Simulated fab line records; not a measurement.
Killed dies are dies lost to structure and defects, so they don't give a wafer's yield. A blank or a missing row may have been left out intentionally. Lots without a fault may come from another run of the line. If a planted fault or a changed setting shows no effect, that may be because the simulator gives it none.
fab line records	flow gf180mcu
[record] lots = 5	wafers = 15	last-day = 34
route steps=602 shown DNWELL@32
lots untouched by any fault: they come from a run of this same line in which no faults occurred
start-h: the number of hours between the record's first day and the start of the first shown wafer of the lot	wait-h: hours from the lot's prior step to this one	" same as the row above	L1.1+2: a single row standing in for several wafers	- value missing, or start not given	* or withheld: withheld	< > ~ a bound
route shown NAME@n: NAME is a module with steps in the file, n the number in the route of the first one	usual: the fault-free wafers' mean and standard deviation	same: alike in all rows	chamber/n: place in a boat	sites: per-site readings	_std_site: their standard deviation	_edge_site: mean of outer sites minus mean of inner sites	radius-mm: how far each site lies from the wafer's centre	mask NAME#n: copy n	behind: the most recent tool/chamber to have shaped the wafer	hold: why the lot went on hold/how many hours it stayed there/how the hold came to an end	device: the n, p or np transistor that did not switch	end of line: tests of these same wafers at the route's end	step lacking rows: just its recipe	killed: at the first sort, the dies lost to defects and structure; wafer yield is something else	map: a wafer's dies, marking killed ones x, the rest . and places with no die _
set.NAME: the setting as run; set.NAME@STEP: as run at that earlier step	model.NAME: the simulator's own value behind a step, which no gauge read
certain route steps with their lots: each step a table, each wafer a row
services: from which hour (start-h, from the record's first day; less than 0 if before it) a tool's chamber was out of use, for how many hours, and why
[[steps]]
[step GF_DNWELL_DEHYDRATE_00]
[recipe] temp-c = 200	time-s = 60
[usual] chill-plate-temp-C = 23.00/0.1
lot.wafer	tool	chamber	start-h	wait-h	chill-plate-temp-C
L075.1	litho-track-03	0	40.81	5.8	22.95
L075.5	"	0	"	"	22.99
L075.6	"	0	"	"	22.94
L077.3	litho-track-04	0	52.64	6.0	23.00
L077.4	"	0	"	"	22.89
L077.6	"	0	"	"	23.03
L086.1	litho-track-04	0	97.89	6.4	22.94
L086.2	"	0	"	"	23.08
L086.3	"	0	"	"	23.15
L093.1	litho-track-02	0	136.46	6.7	23.07
L093.2	"	0	"	"	23.01
L093.6	"	0	"	"	22.93
L096.1	litho-track-03	0	153.46	7.1	23.02
L096.2	"	0	"	"	22.90
L096.5	"	0	"	"	23.04
[step GF_DNWELL_HMDS_01]
[recipe] prime-time-s = 60	prime-temp-c = 120
[usual] chill-plate-temp-C = 22.99/0.097
[same] prime-time-s = 60
lot.wafer	tool	chamber	start-h	wait-h	chill-plate-temp-C
L075.1	litho-track-03	0	40.96	0.1	22.96
L075.5	"	0	"	"	22.93
L075.6	"	0	"	"	22.97
L077.3	litho-track-04	0	52.79	0.1	22.85
L077.4	"	0	"	"	22.89
L077.6	"	0	"	"	23.08
L086.1	litho-track-04	0	98.04	0.1	22.87
L086.2	"	0	"	"	23.04
L086.3	"	0	"	"	23.00
L093.1	litho-track-02	0	136.61	0.1	22.86
L093.2	"	0	"	"	22.98
L093.6	"	0	"	"	23.04
L096.1	litho-track-03	0	153.61	0.1	23.02
L096.2	"	0	"	"	22.90
L096.5	"	0	"	"	23.14
[step GF_DNWELL_COAT_02]
[recipe] spin-rpm = 2000	resist-thk-nm = 3000
[usual] chill-plate-temp-C = 23.01/0.1
lot.wafer	tool	chamber	start-h	wait-h	chill-plate-temp-C
L075.1	litho-track-03	0	41.11	0.1	22.88
L075.5	"	0	"	"	23.02
L075.6	"	0	"	"	22.93
L077.3	litho-track-04	0	52.94	0.1	23.11
L077.4	"	0	"	"	22.97
L077.6	"	0	"	"	23.15
L086.1	litho-track-04	0	98.19	0.1	23.00
L086.2	"	0	"	"	22.86
L086.3	"	0	"	"	22.91
L093.1	litho-track-02	0	136.76	0.1	23.00
L093.2	"	0	"	"	23.14
L093.6	"	0	"	"	23.01
L096.1	litho-track-03	0	153.76	0.1	22.86
L096.2	"	0	"	"	22.93
L096.5	"	0	"	"	22.96
[step GF_DNWELL_SOFTBAKE_03]
[recipe] temp-c = 111	time-s = withheld
[usual] chill-plate-temp-C = 23.00/0.11
lot.wafer	tool	chamber	start-h	wait-h	chill-plate-temp-C
L075.1	litho-track-03	0	41.26	0.1	23.10
L075.5	"	0	"	"	23.02
L075.6	"	0	"	"	22.91
L077.3	litho-track-04	0	53.11	0.1	22.82
L077.4	"	0	"	"	23.05
L077.6	"	0	"	"	23.15
L086.1	litho-track-04	0	98.34	0.1	23.18
L086.2	"	0	"	"	23.10
L086.3	"	0	"	"	23.02
L093.1	litho-track-02	0	136.91	0.1	23.09
L093.2	"	0	"	"	23.03
L093.6	"	0	"	"	22.93
L096.1	litho-track-03	0	153.91	0.1	22.95
L096.2	"	0	"	"	22.80
L096.5	"	0	"	"	23.04
[step GF_DNWELL_EXPOSE_04]
[recipe] mask-id = DNWELL	target-cd-nm = 1700	na = 0.6	source-shape = conventional	sigma-outer = 0.6	dose-mj = 260
[same] na = 0.6
lot.wafer	tool	chamber	start-h	wait-h	mask
L075.1+5+6	iline-stepper-02	0	-	-	DNWELL#0
L077.3+4+6	iline-stepper-02	0	-	-	DNWELL#0
L086.1+2+3	iline-stepper-02	0	-	-	DNWELL#0
L093.1+2+6	iline-stepper-01	0	-	-	DNWELL#0
L096.1+2+5	iline-stepper-02	0	-	-	DNWELL#0
[step GF_DNWELL_PEB_05]
[recipe] temp-c = 115	time-s = withheld
[usual] chill-plate-temp-C = 23.04/0.097
lot.wafer	tool	chamber	start-h	wait-h	chill-plate-temp-C
L075.1	litho-track-03	0	-	-	22.81
L075.5	"	0	"	"	23.02
L075.6	"	0	"	"	22.88
L077.3	litho-track-04	0	-	-	22.79
L077.4	"	0	"	"	23.11
L077.6	"	0	"	"	23.23
L086.1	litho-track-04	0	-	-	23.13
L086.2	"	0	"	"	23.05
L086.3	"	0	"	"	23.03
L093.1	litho-track-02	0	-	-	23.08
L093.2	"	0	"	"	23.09
L093.6	"	0	"	"	23.12
L096.1	litho-track-03	0	-	-	23.07
L096.2	"	0	"	"	23.17
L096.5	"	0	"	"	23.06
[step GF_DNWELL_DEVELOP_06]
[recipe] wall-angle-deg = 90	develop-time-s = 60	dev-temp-c = 23
[usual] chill-plate-temp-C = 23.02/0.12
lot.wafer	tool	chamber	start-h	wait-h	chill-plate-temp-C
L075.1	litho-track-03	0	-	-	23.06
L075.5	"	0	"	"	23.06
L075.6	"	0	"	"	22.98
L077.3	litho-track-04	0	-	-	23.08
L077.4	"	0	"	"	22.79
L077.6	"	0	"	"	23.03
L086.1	litho-track-04	0	-	-	23.31
L086.2	"	0	"	"	23.08
L086.3	"	0	"	"	23.12
L093.1	litho-track-02	0	-	-	23.18
L093.2	"	0	"	"	23.06
L093.6	"	0	"	"	23.04
L096.1	litho-track-03	0	-	-	23.08
L096.2	"	0	"	"	22.94
L096.5	"	0	"	"	23.16
[[services]]
tool	chamber	start-h	hours	kind
iline-stepper-02	-	25.52	1.5	repair
iline-stepper-01	-	52.30	1.7	pm
iline-stepper-02	-	72.90	11.8	repair
iline-stepper-02	0	81.65	-	calibration
iline-stepper-01	-	84.67	2.1	pm
iline-stepper-01	-	86.75	-	consumable-replace:lamp
iline-stepper-01	0	111.33	-	calibration
[[key]]
fault none
